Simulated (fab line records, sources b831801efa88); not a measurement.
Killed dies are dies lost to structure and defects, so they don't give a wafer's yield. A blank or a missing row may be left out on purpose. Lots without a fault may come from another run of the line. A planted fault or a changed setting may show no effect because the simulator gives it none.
fab line records | flow sky130
record lots=6 wafers=18 last_day=50
route steps=708 shown VIA2@525 METAL3@532 CAPM@537 PAD_OPEN@708
lots that met no fault: from a run of the same line without faults
start_h: hours from the record's first day to the start of the lot's first wafer shown | wait_h: hours since the lot's step before | " the same as in the row above | L1.1+2: a row that stands for several wafers | - no value, or no start given | * or withheld: withheld | < > ~ a bound
route shown NAME@n: a module of which the file shows steps, and the number in the route of the first | usual: mean/standard deviation of fault-free wafers | same: alike in all rows | chamber/n: place in a boat | sites: the reading at each site | _std_site: their standard deviation | _edge_site: outer sites' mean less inner sites' | radius_mm: how far each site lies from the wafer's centre | mask NAME#n: copy n | behind: the tool/chamber that last shaped the wafer | hold: why the lot was held/for how many hours/how that ended | device: the transistor (n, p or np) that didn't switch | end of line: the same wafers' tests at the end of the route | a step without rows: its recipe alone | killed: dies lost to structure and defects at the first sort, not the wafer's yield | map: a wafer's dies, x killed, . not, _ none there
set.NAME: the setting as run; set.NAME@STEP: as run at that earlier step | model.NAME: the simulator's own value behind a step, which no gauge read
lots at some steps of the route; a table a step, a row a wafer
services: from which hour (start_h, from the record's first day; less than 0 if before it) a tool's chamber was out of use, for how many hours, and why
## steps
# step SKY_VIA2_CLEAN_18
# recipe chemistry=IPA time_s=180 temp_c=25
# step SKY_VIA2_CLEAN_19
# recipe chemistry=O3/DIW dry=n2_spin
# step SKY_VIA2_SPUTTER_20
# recipe material=TiN target_thk_nm=20 chamber_pressure_pa=5 power_w=4000 time_s=80
# step SKY_VIA2_CVD_21
# recipe material=W target_thk_nm=420 time_s=126.4 temp_c=400 pressure_torr=40
# usual heater_power_w=801/58
# columns lot.wafer tool chamber start_h wait_h heater_power_w
L173.1 cvd_w-02 0 865.33 0.0 754
L173.2 " 1 " " 902
L173.4 " 1 " " 913
L189.2 cvd_w-02 0 975.27 0.0 715
L189.3 " 0 " " 704
L189.6 " 0 " " 684
L190.3 cvd_w-01 0 985.34 0.1 775
L190.5 " 1 " " 790
L190.6 " 0 " " 766
L191.2 cvd_w-02 0 992.06 0.0 710
L191.3 " 1 " " 866
L191.6 " 1 " " 903
L193.3 cvd_w-01 1 1005.52 0.1 825
L193.5 " 0 " " 791
L193.6 " 1 " " 817
L194.2 cvd_w-02 1 1020.29 0.0 893
L194.3 " 0 " " 705
L194.5 " 0 " " 689
# step SKY_VIA2_RS_MEAS_22
# recipe thk_meas_gauge=four-point-probe reads=W_of_VIA2_CVD_21+TiN_of_VIA2_SPUTTER_20
# usual VIA2_W_RS=0.271/0.0043
# columns lot.wafer tool chamber start_h wait_h VIA2_W_RS[ohm/sq]
L173.1 film_metro-04 - 865.46 0.1 0.276
L173.2 " - " " 0.272
L173.4 " - " " 0.272
L189.2 film_metro-04 - 975.43 0.1 0.276
L189.3 " - " " 0.271
L189.6 " - " " 0.272
L190.3 film_metro-03 - 985.46 0.1 0.267
L190.5 " - " " 0.276
L190.6 " - " " 0.265
L191.2 film_metro-04 - 992.21 0.1 0.277
L191.3 " - " " 0.270
L191.6 " - " " 0.269
L193.3 film_metro-04 - 1005.65 0.1 0.274
L193.5 " - " " 0.268
L193.6 " - " " 0.274
L194.2 film_metro-01 - 1020.44 0.1 0.268
L194.3 " - " " 0.273
L194.5 " - " " 0.275
# step SKY_VIA2_THK_MEAS_23
# recipe thk_meas_gauge=xrf reads=W_of_VIA2_CVD_21
# usual VIA2_W_THK=429/7.5
# columns lot.wafer tool chamber start_h wait_h VIA2_W_THK[nm]
L173.1 film_metro-04 - 865.58 0.1 419
L173.2 " - " " 426
L173.4 " - " " 424
L189.2 film_metro-04 - 975.54 0.1 422
L189.3 " - " " 425
L189.6 " - " " 426
L190.3 film_metro-03 - 985.56 0.1 433
L190.5 " - " " 421
L190.6 " - " " 436
L191.2 film_metro-04 - 992.32 0.1 422
L191.3 " - " " 432
L191.6 " - " " 435
L193.3 film_metro-04 - 1005.75 0.1 425
L193.5 " - " " 433
L193.6 " - " " 425
L194.2 film_metro-01 - 1020.55 0.1 437
L194.3 " - " " 428
L194.5 " - " " 424
# step SKY_VIA2_CMP_24
# recipe stop_on=SiO2 t_overpolish_s=20 down_force_psi=3.5 platen_rpm=60 target_thk_nm=0 pad_velocity_m_s=0.94248
# usual motor_current_A=11.1/0.76 overpolish_run_s=20.000/0.0092 time_to_endpoint_s=103/5.1
# columns lot.wafer tool chamber start_h wait_h motor_current_A overpolish_run_s time_to_endpoint_s
L173.2 cmp-01 2 865.64 0.0 12.1 19.998 97
L173.4 " 3 " " 11.1 20.008 99
L173.1 " 0 " " 12.5 19.986 92
L189.2 cmp-01 0 975.69 0.1 12.4 19.986 100
L189.3 " 1 " " 9.9 20.002 102
L189.6 " 2 " " 11.7 19.976 107
L190.3 cmp-02 1 985.70 0.1 11.3 19.982 100
L190.5 " 3 " " 10.4 20.015 106
L190.6 " 0 " " 11.8 20.022 107
L191.3 cmp-01 1 992.47 0.1 10.4 19.989 102
L191.2 " 2 " " 12.0 19.995 103
L191.6 " 0 " " 12.4 20.004 101
L193.3 cmp-01 3 1005.84 0.1 11.1 19.987 99
L193.6 " 2 " " 11.5 19.997 101
L193.5 " 3 " " 10.9 20.014 106
L194.3 cmp-02 2 1020.60 0.0 11.7 20.008 104
L194.2 " 0 " " 11.1 20.006 107
L194.5 " 2 " " 11.0 19.998 106
# step SKY_METAL3_SPUTTER_00
# recipe material=Ti target_thk_nm=15 power_w=3000 time_s=10 chamber_pressure_pa=0.4
# step SKY_METAL3_SPUTTER_01
# recipe material=TiN target_thk_nm=20 power_w=6500 time_s=16.7 chamber_pressure_pa=0.4
# usual chamber_pressure_pa=0.4001/0.00097 throttle_valve_pct=29.5/1.3
# columns lot.wafer tool chamber start_h wait_h chamber_pressure_pa throttle_valve_pct
L173.1 pvd_sputter-04 - 865.96 0.0 0.4002 30.5
L173.2 " - " " 0.4004 27.4
L173.4 " - " " 0.4003 30.6
L189.2 pvd_sputter-03 - 975.91 0.0 0.4008 31.5
L189.3 " - " " 0.3992 31.0
L189.6 " - " " 0.3996 30.7
L190.3 pvd_sputter-04 - 985.93 0.0 0.4005 30.6
L190.5 " - " " 0.3995 30.4
L190.6 " - " " 0.4017 30.3
L191.2 pvd_sputter-04 - 992.69 0.0 0.3984 30.7
L191.3 " - " " 0.4011 30.9
L191.6 " - " " 0.4001 30.9
L193.3 pvd_sputter-04 - 1006.11 0.0 0.4006 27.2
L193.5 " - " " 0.4018 31.0
L193.6 " - " " 0.3996 30.7
L194.2 pvd_sputter-04 - 1020.93 0.0 0.3996 30.7
L194.3 " - " " 0.3977 30.3
L194.5 " - " " 0.4002 30.1
# step SKY_METAL3_SPUTTER_02
# recipe material=AlCu target_thk_nm=735 power_w=10600 time_s=39.1 chamber_pressure_pa=0.4
# step SKY_METAL3_SPUTTER_03
# recipe material=Ti target_thk_nm=5 power_w=3000 time_s=3.3 chamber_pressure_pa=0.4
# step SKY_METAL3_SPUTTER_04
# recipe material=TiN target_thk_nm=70 power_w=6500 time_s=58.3 chamber_pressure_pa=0.4
# step SKY_CAPM_CVD_00
# recipe material=SiO2 target_thk_nm=15.5 temp_c=400 time_s=withheld rf_w=450
# usual heater_power_w=718/96
# columns lot.wafer tool chamber start_h wait_h heater_power_w model.SiO2_of_CAPM_CVD_00.thk_nm
L173.1 pecvd-01 2 866.09 0.0 817 15.41
L173.2 " 0 " " 836 15.53
L173.4 " 1 " " 762 16.12
L189.2 pecvd-01 0 976.04 0.0 884 15.46
L189.3 " 2 " " 781 15.62
L189.6 " 0 " " 882 15.91
L190.3 pecvd-01 1 986.06 0.0 658 15.57
L190.5 " 1 " " 665 15.73
L190.6 " 0 " " 850 5.837
L191.2 pecvd-01 2 992.82 0.0 875 15.42
L191.3 " 0 " " 846 5.655
L191.6 " 0 " " 810 6.023
L193.3 pecvd-03 0 1006.24 0.0 676 15.45
L193.5 " 0 " " 678 15.62
L193.6 " 1 " " 668 15.91
L194.2 pecvd-04 1 1021.06 0.0 708 15.41
L194.3 " 2 " " 644 15.46
L194.5 " 1 " " 697 15.7
# step SKY_CAPM_THK_MEAS_01
# recipe reads=SiO2_of_CAPM_CVD_00
# usual CAPM_CVD_00_THK=15.58/0.22
# columns lot.wafer tool chamber start_h wait_h CAPM_CVD_00_THK[nm]
L173.1 film_metro-03 - 866.12 - 15.37
L173.2 " - " " 15.47
L173.4 " - " " 16.14
L189.2 film_metro-03 - 976.07 - 15.44
L189.3 " - " " 15.61
L189.6 " - " " 15.91
L190.3 film_metro-02 - 986.10 - 15.62
L190.5 " - " " 15.72
L190.6 " - " " 5.81
L191.2 film_metro-01 - 992.86 - 15.47
L191.3 " - " " 5.64
L191.6 " - " " 6.01
L193.3 film_metro-03 - 1006.28 - 15.42
L193.5 " - " " 15.66
L193.6 " - " " 15.93
L194.2 film_metro-02 - 1021.09 - 15.42
L194.3 " - " " 15.43
L194.5 " - " " 15.69
# step SKY_CAPM_SPUTTER_02
# recipe material=TiN target_thk_nm=200 temp_c=300 power_w=6500 time_s=166.7 chamber_pressure_pa=0.4
# step SKY_CAPM_RS_MEAS_03
# recipe thk_meas_gauge=four-point-probe reads=TiN_of_CAPM_SPUTTER_02
# usual CAPM_TIN_RS=6.95/0.079
# columns lot.wafer tool chamber start_h wait_h CAPM_TIN_RS[ohm/sq]
L173.1 film_metro-02 - 866.28 0.1 6.85
L173.2 " - " " 6.87
L173.4 " - " " 6.92
L189.2 film_metro-02 - 976.25 0.1 6.99
L189.3 " - " " 6.88
L189.6 " - " " 6.89
L190.3 film_metro-01 - 986.29 0.1 7.03
L190.5 " - " " 7.00
L190.6 " - " " 6.96
L191.2 film_metro-01 - 993.04 0.1 6.91
L191.3 " - " " 6.91
L191.6 " - " " 6.89
L193.3 film_metro-02 - 1006.47 0.1 6.98
L193.5 " - " " 7.02
L193.6 " - " " 6.93
L194.2 film_metro-01 - 1021.27 0.1 6.91
L194.3 " - " " 6.93
L194.5 " - " " 6.93
# step SKY_CAPM_THK_MEAS_04
# recipe thk_meas_gauge=xrf reads=TiN_of_CAPM_SPUTTER_02
# usual CAPM_TIN_THK=196.6/2.3
# columns lot.wafer tool chamber start_h wait_h CAPM_TIN_THK[nm]
L173.1 film_metro-02 - 866.40 0.1 198.5
L173.2 " - " " 197.1
L173.4 " - " " 196.9
L189.2 film_metro-02 - 976.36 0.1 194.7
L189.3 " - " " 198.1
L189.6 " - " " 197.1
L190.3 film_metro-01 - 986.39 0.1 195.1
L190.5 " - " " 195.6
L190.6 " - " " 197.5
L191.2 film_metro-01 - 993.15 0.1 198.7
L191.3 " - " " 199.0
L191.6 " - " " 199.9
L193.3 film_metro-02 - 1006.57 0.1 194.8
L193.5 " - " " 194.4
L193.6 " - " " 195.3
L194.2 film_metro-01 - 1021.38 0.1 198.4
L194.3 " - " " 197.9
L194.5 " - " " 197.6
# step SKY_CAPM_DEHYDRATE_05
# recipe temp_c=200 time_s=60
# step SKY_CAPM_HMDS_06
# recipe prime_time_s=60 prime_temp_c=120
# step SKY_CAPM_COAT_07
# recipe resist=NOVOLAK spin_rpm=3000 resist_thk_nm=1140
# step SKY_CAPM_SOFTBAKE_08
# recipe temp_c=90 time_s=60 resist=NOVOLAK
# step SKY_CAPM_EXPOSE_09
# recipe mask_id=CAPM na=0.6 source_shape=conventional sigma_outer=0.6 polarization=unpolarized target_cd_nm=1000 dose_mj=159
# step SKY_CAPM_PEB_10
# recipe temp_c=withheld time_s=* resist=NOVOLAK
# step SKY_CAPM_DEVELOP_11
# recipe resist=NOVOLAK developer=TMAH develop_time_s=60 dev_temp_c=23
# step SKY_CAPM_OVL_MEAS_12
# usual CAPM_OVL=0.1/1.7
# columns lot.wafer tool chamber start_h wait_h CAPM_OVL[nm]
L173.1 overlay-02 - 891.89 0.1 0.3
L173.2 " - " " 0.1
L173.4 " - " " -0.4
L189.2 overlay-02 - 999.30 0.1 -0.8
L189.3 " - " " -1.4
L189.6 " - " " 1.3
L190.3 overlay-02 - 1010.24 0.1 -0.6
L190.5 " - " " 2.9
L190.6 " - " " 2.0
L191.2 overlay-02 - 1015.68 0.1 -0.5
L191.3 " - " " -1.1
L191.6 " - " " -1.1
L193.3 overlay-01 - 1029.70 0.1 1.9
L193.5 " - " " 0.8
L193.6 " - " " 0.9
L194.2 overlay-01 - 1043.83 0.1 0.3
L194.3 " - " " 0.8
L194.5 " - " " -1.7
# step SKY_CAPM_METAL_ETCH_13
# recipe target_depth_nm=220 stop_on=SiO2 chemistry=Cl2/BCl3 target=TiN pressure_mtorr=10 icp_w=900 bias_w=48.5 Cl2_flow_sccm=60 bcl3_flow_sccm=30 time_s=62.9
# usual drypump_motor_current_A=5.7/0.42 oes_product_au=0.939/0.0078 throttle_valve_pct=21.903/0.011
# columns lot.wafer tool chamber start_h wait_h drypump_motor_current_A oes_product_au rf_hours_counter_h throttle_valve_pct
L173.1 rie_metal-03 1 891.93 0.0 5.1 0.949 14 21.890
L173.2 " 0 " " 5.8 0.940 2 21.904
L173.4 " 1 " " 5.1 0.934 - 21.902
L189.2 rie_metal-03 1 999.33 0.0 5.1 0.942 20 21.896
L189.3 " 0 " " 5.8 0.941 - 21.898
L189.6 " 1 " " 5.1 0.943 - 21.886
L190.3 rie_metal-04 0 1010.29 0.0 5.8 0.922 - 21.910
L190.5 " 0 " " 5.8 0.931 - 21.898
L190.6 " 1 " " 5.4 0.935 - 21.902
L191.2 rie_metal-03 1 1015.71 0.0 5.1 0.942 22 21.897
L191.3 " 0 " " 5.8 0.937 - 21.909
L191.6 " 1 " " 5.1 0.937 - 21.907
L193.3 rie_metal-03 0 1029.75 0.0 5.8 0.940 - 21.933
L193.5 " 1 " " 5.1 0.935 - 21.912
L193.6 " 0 " " 5.7 0.935 - 21.899
L194.2 rie_metal-01 0 1043.86 0.0 6.2 0.949 1 21.896
L194.3 " 1 " " 6.2 0.937 - 21.896
L194.5 " 1 " " 6.2 0.938 - 21.899
# step SKY_CAPM_STRIP_14
# recipe chemistry=O2/N2 power_w=1400 pressure_mtorr=1500 platen_temp_c=withheld o2_flow_sccm=3000 n2_flow_sccm=300 overash_fraction=0.5
# step SKY_CAPM_STRIP_15
# recipe chemistry=post_etch_residue_remover time_s=1200 temp_c=72.5
# step SKY_CAPM_CLEAN_16
# recipe chemistry=IPA time_s=180 temp_c=25
# step SKY_CAPM_CLEAN_17
# recipe chemistry=O3/DIW dry=n2_spin
# step SKY_METAL3_DEHYDRATE_05
# recipe temp_c=200 time_s=60
# step SKY_METAL3_HMDS_06
# recipe prime_time_s=60 prime_temp_c=120
# step SKY_METAL3_COAT_07
# recipe resist=BARC temp_c=withheld time_s=withheld spin_rpm=3000 resist_thk_nm=60
# step SKY_METAL3_COAT_08
# recipe resist=KrF-thick spin_rpm=3000 resist_thk_nm=1140
# step SKY_METAL3_SOFTBAKE_09
# recipe temp_c=100 time_s=90 resist=KrF-thick
# step SKY_METAL3_EXPOSE_10
# recipe mask_id=MM3 na=0.68 source_shape=annular sigma_inner=0.4 sigma_outer=0.8 target_cd_nm=300 dose_mj=28
# step SKY_METAL3_PEB_11
# recipe peb_temp_c=withheld peb_time_s=withheld resist=KrF-thick
# step SKY_METAL3_DEVELOP_12
# recipe develop_time_s=60 resist=KrF-thick dev_temp_c=21
# step SKY_METAL3_CD_MEAS_13
# recipe target_cd_nm=300
# usual cd_nm=299.5/1.3
# columns lot.wafer tool chamber start_h wait_h cd_nm
L173.1 cd_sem-02 - 917.57 - 298.6
L173.2 " - " " 299.4
L173.4 " - " " 299.8
L189.2 cd_sem-01 - 1023.11 - 296.8
L189.3 " - " " 298.3
L189.6 " - " " 297.2
L190.3 cd_sem-01 - 1033.66 - 300.4
L190.5 " - " " 301.0
L190.6 " - " " 301.0
L191.2 cd_sem-02 - 1040.79 - 301.5
L191.3 " - " " 302.6
L191.6 " - " " 301.1
L193.3 cd_sem-01 - 1053.51 - 298.5
L193.5 " - " " 298.6
L193.6 " - " " 299.5
L194.2 cd_sem-01 - 1066.71 - 297.4
L194.3 " - " " 298.9
L194.5 " - " " 297.7
# step SKY_METAL3_OVL_MEAS_14
# usual METAL3_OVL=-3/5.6
# columns lot.wafer tool chamber start_h wait_h METAL3_OVL[nm]
L173.1 overlay-02 - 917.69 0.1 1
L173.2 " - " " 4
L173.4 " - " " -2
L189.2 overlay-01 - 1023.22 0.1 -12
L189.3 " - " " -12
L189.6 " - " " -10
L190.3 overlay-02 - 1033.75 0.1 7
L190.5 " - " " 13
L190.6 " - " " 8
L191.2 overlay-01 - 1040.89 0.1 -2
L191.3 " - " " -4
L191.6 " - " " -2
L193.3 overlay-02 - 1053.61 0.1 -3
L193.5 " - " " -2
L193.6 " - " " -10
L194.2 overlay-02 - 1066.82 0.1 2
L194.3 " - " " -2
L194.5 " - " " -6
# step SKY_METAL3_DESCUM_15
# recipe chemistry=O2 source_power_w=150 bias_power_w=0 pressure_mtorr=10 temp_c=40 time_s=8
# step SKY_METAL3_ETCH_16
# recipe chemistry=N2/H2 target=BARC ion_energy_ev=200 bias_w=100 pressure_mtorr=30 n2_flow_sccm=100 h2_flow_sccm=200 icp_w=500 stop_on=SiO2 time_s=88.2 target_depth_a=600
# usual drypump_motor_current_A=6.0/0.39 oes_product_au=0.625/0.0049 throttle_valve_pct=13.204/0.0093
# columns lot.wafer tool chamber start_h wait_h drypump_motor_current_A oes_product_au rf_hours_counter_h throttle_valve_pct
L173.1 rie_metal-01 0 917.76 0.0 6.2 0.622 15 13.225
L173.2 " 1 " " 6.2 0.621 11 13.210
L173.4 " 0 " " 6.2 0.624 - 13.207
L189.2 rie_metal-01 1 1023.34 0.1 6.2 0.625 - 13.210
L189.3 " 1 " " 6.2 0.625 - 13.195
L189.6 " 1 " " 6.2 0.622 - 13.195
L190.3 rie_metal-01 0 1033.84 0.0 6.3 0.622 - 13.204
L190.5 " 0 " " 6.2 0.626 - 13.198
L190.6 " 1 " " 6.2 0.622 - 13.203
L191.2 rie_metal-01 0 1040.95 0.0 6.3 0.618 1 13.197
L191.3 " 0 " " 6.3 0.623 - 13.207
L191.6 " 1 " " 6.2 0.620 - 13.217
L193.3 rie_metal-01 1 1053.76 0.1 6.2 0.619 - 13.219
L193.5 " 1 " " 6.2 0.630 - 13.210
L193.6 " 1 " " 6.2 0.621 - 13.183
L194.2 rie_metal-02 1 1066.88 0.0 6.6 0.625 7 13.205
L194.3 " 0 " " 5.8 0.632 - 13.205
L194.5 " 0 " " 5.8 0.625 - 13.212
# step SKY_METAL3_ETCH_17
# recipe target=SiO2 stop_on=TiN chemistry=C4F8/O2/Ar source_w=1500 bias_w=1200 pressure_mtorr=40 c4f8_flow_sccm=withheld O2_flow_sccm=6 Ar_flow_sccm=300 time_s=3.9 target_depth_a=150
# usual oes_product_au=0.757/0.0073
# columns lot.wafer tool chamber start_h wait_h oes_product_au rf_hours_counter_h model.etch.depth_nm
L173.1 rie_diel-01 0 917.86 0.1 0.750 7 15.41
L173.2 " 2 " " 0.763 14 15.53
L173.4 " 1 " " 0.769 - 16.12
L189.2 rie_diel-04 2 1023.51 0.1 0.748 9 15.46
L189.3 " 1 " " 0.764 28 15.62
L189.6 " 1 " " 0.762 - 15.91
L190.3 rie_diel-04 3 1033.90 0.0 0.755 17 15.57
L190.5 " 3 " " 0.771 - 15.73
L190.6 " 2 " " 0.524 - 5.837
L191.2 rie_diel-04 0 1041.05 0.1 0.756 10 15.42
L191.3 " 3 " " 0.513 17 5.655
L191.6 " 1 " " 0.523 - 6.023
L193.3 rie_diel-03 2 1053.89 0.1 0.751 8 15.45
L193.5 " 0 " " 0.764 - 15.62
L193.6 " 3 " " 0.763 - 15.91
L194.2 rie_diel-03 3 1066.98 0.1 0.755 24 15.41
L194.3 " 1 " " 0.746 12 15.46
L194.5 " 0 " " 0.755 - 15.7
# step SKY_PAD_OPEN_PROBE_99
# usual defect_limited_yield=82.7/1.9 killed_at_M0_to_M3=43/7.3 killed_at_M4_up=3.1/1.7 killed_at_contacts=25/5.3 killed_at_front_end=14/4.1 killed_at_other=0.3/0.56 killed_dies=85/9.4 killed_open=46/7.4 killed_short=38/5.8
# same gross_dies=492 killed_at_back_side=0
# columns lot.wafer tool chamber start_h wait_h defect_limited_yield[%] killed_at_M0_to_M3 killed_at_M4_up killed_at_contacts killed_at_front_end killed_at_other killed_dies killed_open killed_short model.etest.tester.sort_n_pass model.etest.tester.sort_yield_pct model.etest.tester.sort_bin_4_pct model.etest.cap_mim.bv_v model.etest.cap_mim.leak_log10_a_cm2 model.etest.cap_mim.c_ff_um2 model.etest.tester.sort_bin_8_pct
L173.1 prober-01 - 1090.71 0.1 80.7 54 2 29 10 0 95 55 40 397 80.69 0 13.89 -8.977 2.329 0
L173.2 prober-01 - 1090.76 0.1 82.9 37 6 26 15 0 84 45 38 408 82.93 0 13.92 -9.063 2.345 0
L173.4 prober-01 - 1090.86 0.2 80.9 54 1 24 15 0 94 50 43 398 80.89 0 14.46 -9.039 2.247 0
L189.2 prober-01 - 1176.14 0.1 79.3 50 1 27 23 1 102 52 50 390 79.27 0 13.54 -8.921 2.367 0
L189.3 prober-01 - 1176.19 0.2 80.7 44 5 32 14 0 95 47 47 397 80.69 0 13.83 -9.069 2.33 0
L189.6 prober-01 - 1176.34 0.2 80.5 41 5 30 20 0 96 56 40 396 80.49 0 14.3 -9.114 2.269 0
L190.3 prober-02 - 1181.58 0.2 81.3 46 0 29 17 0 92 57 35 400 81.3 0 13.59 -8.818 2.323 0
L190.5 prober-02 - 1181.68 0.2 82.9 33 3 32 16 0 84 42 42 408 82.93 0 13.41 -8.877 2.321 0
L190.6 prober-02 - 1181.73 0.2 79.1 48 1 36 18 0 103 68 35 0 0 77.35 5.273 -2.254 6.239 4.278e-129
L191.2 prober-01 - 1185.35 0.1 84.6 32 2 28 14 0 76 40 36 416 84.55 0 14.42 -8.793 2.343 0
L191.3 prober-01 - 1185.40 0.2 87.6 26 1 17 17 0 61 33 28 0 0 87.26 5.044 -2.082 6.447 6.927e-141
L191.6 prober-01 - 1185.55 0.2 80.7 47 6 27 15 0 95 54 41 0 0 78.08 5.335 -2.544 5.989 8.757e-115
L193.3 prober-02 - 1197.24 0.2 84.6 43 2 20 11 0 76 37 39 416 84.55 0 13.44 -8.985 2.376 0
L193.5 prober-02 - 1197.34 0.2 81.9 43 3 22 21 0 89 47 42 403 81.91 0 14.23 -9.085 2.318 0
L193.6 prober-02 - 1197.39 0.2 86.4 26 3 23 15 0 67 38 29 425 86.38 0 13.8 -9.072 2.279 0
L194.2 prober-01 - 1204.74 0.1 83.9 43 4 19 13 0 79 38 41 413 83.94 0 13.67 -9.059 2.347 0
L194.3 prober-01 - 1204.79 0.2 83.7 40 2 22 16 0 80 40 40 412 83.74 0 13.73 -8.847 2.357 0
L194.5 prober-01 - 1204.89 0.2 82.9 50 4 16 14 0 84 43 41 408 82.93 0 14.38 -8.829 2.328 0
# killed by level:class
L173.1 VIA1:geometric_particle:open=15 CONTACT:geometric_particle:open=14 METAL2:geometric_particle:short=8 VIA2:geometric_particle:open=7 LI_CONTACT:geometric_particle:open=6 VIA1:geometric_particle:short=6 METAL1:geometric_particle:short=5 FIELD_ISO:geometric_particle:open=4
L173.2 VIA1:geometric_particle:open=14 LI_CONTACT:geometric_particle:open=9 CONTACT:geometric_particle:short=8 FIELD_ISO:geometric_particle:open=5 CONTACT:geometric_particle:open=5 METAL1:geometric_particle:short=5 POLY_GATE:geometric_particle:short=4 VIA1:geometric_particle:short=4
L173.4 VIA1:geometric_particle:open=14 CONTACT:geometric_particle:open=11 VIA1:geometric_particle:short=7 VIA2:geometric_particle:open=7 POLY_GATE:geometric_particle:short=6 CONTACT:geometric_particle:short=6 METAL1:geometric_particle:short=6 VIA2:geometric_particle:short=4
L189.2 VIA1:geometric_particle:open=14 POLY_GATE:geometric_particle:short=10 METAL2:geometric_particle:short=10 CONTACT:geometric_particle:open=10 LI_CONTACT:geometric_particle:open=7 FIELD_ISO:geometric_particle:short=6 VIA1:geometric_particle:short=6 VIA3:geometric_particle:open=6
L189.3 CONTACT:geometric_particle:open=10 VIA1:geometric_particle:open=8 POLY_GATE:geometric_particle:short=7 LOCAL_INTERCONNECT:geometric_particle:short=7 VIA3:geometric_particle:open=7 LI_CONTACT:geometric_particle:open=6 METAL2:geometric_particle:short=6 CONTACT:geometric_particle:short=6
L189.6 VIA1:geometric_particle:open=16 CONTACT:geometric_particle:open=16 FIELD_ISO:geometric_particle:short=8 LOCAL_INTERCONNECT:geometric_particle:short=6 VIA3:geometric_particle:open=6 METAL2:geometric_particle:short=6 POLY_GATE:geometric_particle:open=4 VIA2:geometric_particle:open=4
L190.3 VIA2:geometric_particle:open=11 CONTACT:geometric_particle:open=11 VIA3:geometric_particle:open=9 VIA1:geometric_particle:open=8 LI_CONTACT:geometric_particle:open=8 POLY_GATE:geometric_particle:short=7 POLY_GATE:geometric_particle:open=5 METAL1:geometric_particle:short=5
L190.5 CONTACT:geometric_particle:short=9 CONTACT:geometric_particle:open=9 LI_CONTACT:geometric_particle:open=7 VIA3:geometric_particle:open=6 VIA1:geometric_particle:open=6 METAL2:geometric_particle:short=6 FIELD_ISO:geometric_particle:short=4 METAL1:geometric_particle:short=4
L190.6 CONTACT:geometric_particle:open=18 VIA2:geometric_particle:open=13 VIA1:geometric_particle:open=9 LI_CONTACT:geometric_particle:open=8 METAL2:geometric_particle:short=8 FIELD_ISO:geometric_particle:open=7 VIA3:geometric_particle:short=5 METAL1:geometric_particle:short=4
L191.2 CONTACT:geometric_particle:open=10 LI_CONTACT:geometric_particle:open=8 METAL1:geometric_particle:short=8 VIA2:geometric_particle:open=7 VIA1:geometric_particle:open=6 VIA1:geometric_particle:short=5 POLY_GATE:geometric_particle:short=5 CONTACT:geometric_particle:short=5
L191.3 POLY_GATE:geometric_particle:open=9 CONTACT:geometric_particle:open=6 METAL1:geometric_particle:short=6 VIA3:geometric_particle:open=5 CONTACT:geometric_particle:short=4 VIA1:geometric_particle:open=4 LI_CONTACT:geometric_particle:short=3 FIELD_ISO:geometric_particle:short=2
L191.6 VIA1:geometric_particle:open=13 VIA2:geometric_particle:open=10 CONTACT:geometric_particle:open=9 LI_CONTACT:geometric_particle:open=7 VIA2:geometric_particle:short=7 METAL1:geometric_particle:short=6 CONTACT:geometric_particle:short=6 POLY_GATE:geometric_particle:short=4
L193.3 VIA1:geometric_particle:open=12 VIA2:geometric_particle:open=8 CONTACT:geometric_particle:short=6 VIA1:geometric_particle:short=6 CONTACT:geometric_particle:open=5 LOCAL_INTERCONNECT:geometric_particle:short=5 FIELD_ISO:geometric_particle:short=4 FIELD_ISO:geometric_particle:open=3
L193.5 VIA1:geometric_particle:open=13 CONTACT:geometric_particle:open=8 FIELD_ISO:geometric_particle:open=6 CONTACT:geometric_particle:short=6 FIELD_ISO:geometric_particle:short=5 METAL1:geometric_particle:short=5 POLY_GATE:geometric_particle:open=4 VIA3:geometric_particle:open=4
L193.6 VIA1:geometric_particle:open=9 CONTACT:geometric_particle:open=8 LI_CONTACT:geometric_particle:open=7 FIELD_ISO:geometric_particle:open=4 METAL1:geometric_particle:short=4 VIA1:geometric_particle:short=4 FIELD_ISO:geometric_particle:short=3 METAL2:geometric_particle:short=3
L194.2 VIA3:geometric_particle:open=8 VIA1:geometric_particle:short=8 VIA1:geometric_particle:open=8 LI_CONTACT:geometric_particle:open=5 CONTACT:geometric_particle:short=5 METAL1:geometric_particle:short=5 VIA2:geometric_particle:open=5 FIELD_ISO:geometric_particle:short=4
L194.3 VIA2:geometric_particle:open=8 CONTACT:geometric_particle:open=7 METAL1:geometric_particle:short=6 CONTACT:geometric_particle:short=6 VIA1:geometric_particle:open=6 VIA3:geometric_particle:open=6 POLY_GATE:geometric_particle:open=5 POLY_GATE:geometric_particle:short=5
L194.5 VIA1:geometric_particle:open=9 METAL2:geometric_particle:short=8 VIA2:geometric_particle:open=8 FIELD_ISO:geometric_particle:open=7 LI_CONTACT:geometric_particle:open=6 LOCAL_INTERCONNECT:geometric_particle:short=6 METAL1:geometric_particle:short=6 FIELD_ISO:geometric_particle:short=5
## services
# columns tool chamber start_h hours kind
cvd_w-02 - 851.63 0.8 repair
cmp-01 - 874.98 3.9 repair
pecvd-01 - 878.38 0.7 repair
rie_metal-01 - 887.20 0.6 repair
rie_diel-04 - 892.11 28.1 pm
cmp-01 - 894.80 0.4 repair
rie_metal-01 0 899.65 6.2 repair
cvd_w-02 - 904.00 14.0 pm
cmp-01 - 915.26 5.1 repair
pvd_sputter-04 - 929.15 1.2 repair
rie_diel-04 0 937.20 15.7 repair
pecvd-01 - 941.77 0.7 repair
rie_metal-03 0 949.59 1.5 repair
cmp-01 - 951.11 1.2 repair
rie_metal-03 - 959.00 2.8 pm
pvd_sputter-04 - 1007.05 11.3 repair
cvd_w-02 - 1013.48 1.1 repair
cmp-01 - 1017.35 0.9 repair
pecvd-01 2 1036.21 8.3 repair
rie_metal-01 0 1049.96 76.4 repair
cmp-01 - 1052.90 5.4 repair
pecvd-01 - 1056.18 0.5 repair
cvd_w-02 - 1058.60 2.8 pm
pvd_sputter-04 - 1064.30 8.0 repair
## key
first_sign step=SKY_CAPM_THK_MEAS_01 reading=CAPM_CVD_00_THK direction=down sigmas=44 usual=15.58 struck=5.82
effect step=SKY_METAL3_ETCH_17 reading=oes_product_au direction=down sigmas=33 usual=0.757 struck=0.520
model_effect step=SKY_CAPM_CVD_00 value=SiO2_of_CAPM_CVD_00.thk_nm without=15.58 struck=5.838
model_effect step=SKY_METAL3_ETCH_17 value=etch.depth_nm without=15.58 struck=5.838
model_effect step=SKY_PAD_OPEN_PROBE_99 value=etest.tester.sort_n_pass without=405.7 struck=0
met_at SKY_CAPM_CVD_00
struck_wafers L190.6,L191.3,L191.6
onset_between 976.04 986.06
fault kind=process_parameter_drift tool=pecvd-01 chamber=0 onset_h=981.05 steps=SKY_CAPM_CVD_00 channel=time_s offset=withheld shape=step end_h=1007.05 acts_in=*
